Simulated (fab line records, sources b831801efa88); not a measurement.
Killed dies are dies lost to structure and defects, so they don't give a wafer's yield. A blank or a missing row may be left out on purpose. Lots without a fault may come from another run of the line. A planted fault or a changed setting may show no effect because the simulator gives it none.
Chamber matching | flow gf180mcu | GF_CONTACT_CMP_04 on cmp-01: 4 sister chambers
The step polishes SiO2. 22 wafers are shown with their chamber, then 11 later ones without.

WAFERS WITH THEIR CHAMBER
wafer  | chamber | motor_current_A (A) | head_pressure_psi (psi) | time_to_endpoint_s (s)
L463.2 | 1       | 12.4                | 4.000                   | 108
L463.4 | 2       | 11.2                | 4.010                   | 111
L463.5 | 0       | 14.4                | 3.988                   | 105
L464.1 | 3       | 9.4                 | 3.993                   | 115
L464.4 | 1       | 11.1                | 4.001                   | 115
L464.5 | 0       | 14.2                | 4.024                   | 114
L465.2 | 3       | 9.3                 | 3.993                   | 111
L465.3 | 0       | 14.7                | 4.021                   | 105
L465.6 | 0       | 14.3                | 4.012                   | 114
L467.2 | 1       | 11.5                | 3.995                   | 117
L467.3 | 3       | 10.0                | 3.995                   | 114
L467.5 | 0       | 14.7                | 3.997                   | 119
L468.1 | 3       | 9.9                 | 3.983                   | 117
L468.3 | 1       | 11.9                | 3.999                   | 115
L468.6 | 0       | 14.1                | 4.000                   | 118
L470.4 | 2       | 12.2                | 3.997                   | 108
L470.5 | 2       | 11.5                | 3.991                   | 111
L470.6 | 1       | 11.4                | 3.994                   | 115
L478.1 | 0       | 14.7                | 4.005                   | 111
L478.2 | 1       | 12.4                | 4.014                   | 112
L478.3 | 3       | 10.2                | 4.011                   | 120
L479.1 | 2       | 11.8                | 4.003                   | 117

SIGNATURES (means of the wafers above)
reading            | chamber 0 | chamber 1 | chamber 2 | chamber 3 | scatter within a chamber
motor_current_A    | 14.443    | 11.783    | 11.675    | 9.760     | 0.41
head_pressure_psi  | 4.00671   | 4.00050   | 4.00025   | 3.99500   | 0.0102
time_to_endpoint_s | 112.29    | 113.67    | 111.75    | 115.40    | 4.29
Rule: a wafer's distance from a chamber is the root of the sum, over the readings, of the square of ((its reading less the chamber's mean) divided by the reading's scatter). The wafer belongs to the nearest chamber; if the next one is less than 2 further off, it can't be placed. The scatter: the root of (the sum of the squares of (reading less its chamber's mean) over the shown wafers, divided by (wafers less chambers)).

WAFERS WITHOUT THEIR CHAMBER
wafer  | motor_current_A (A) | head_pressure_psi (psi) | time_to_endpoint_s (s)
L479.2 | 9.9                 | 4.002                   | 110
L479.4 | 11.3                | 3.994                   | 113
L480.3 | 9.7                 | 3.988                   | 117
L480.4 | 11.8                | 4.002                   | 113
L480.5 | 14.1                | 4.004                   | 114
L484.1 | 14.6                | 4.004                   | 108
L484.2 | 10.1                | 4.000                   | 117
L484.5 | 11.8                | 3.994                   | 120
L486.1 | 12.1                | 4.003                   | 105
L486.2 | 11.4                | 4.001                   | 109
L486.5 | 12.2                | 4.005                   | 114

WHICH CHAMBER EACH WENT THROUGH
wafer  | from the rows above     | in truth
L479.2 | 3                       | 3
L479.4 | can't be placed: 2 or 1 | 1
L480.3 | 3                       | 3
L480.4 | can't be placed: 1 or 2 | 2
L480.5 | 0                       | 0
L484.1 | 0                       | 0
L484.2 | 3                       | 3
L484.5 | can't be placed: 1 or 2 | 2
L486.1 | can't be placed: 2 or 1 | 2
L486.2 | can't be placed: 2 or 1 | 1
L486.5 | can't be placed: 1 or 2 | 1
Placed correctly: 5 of 11. Can't be placed from these rows: 6 (the true chamber is among the candidates in 6). Placed wrongly: 0.
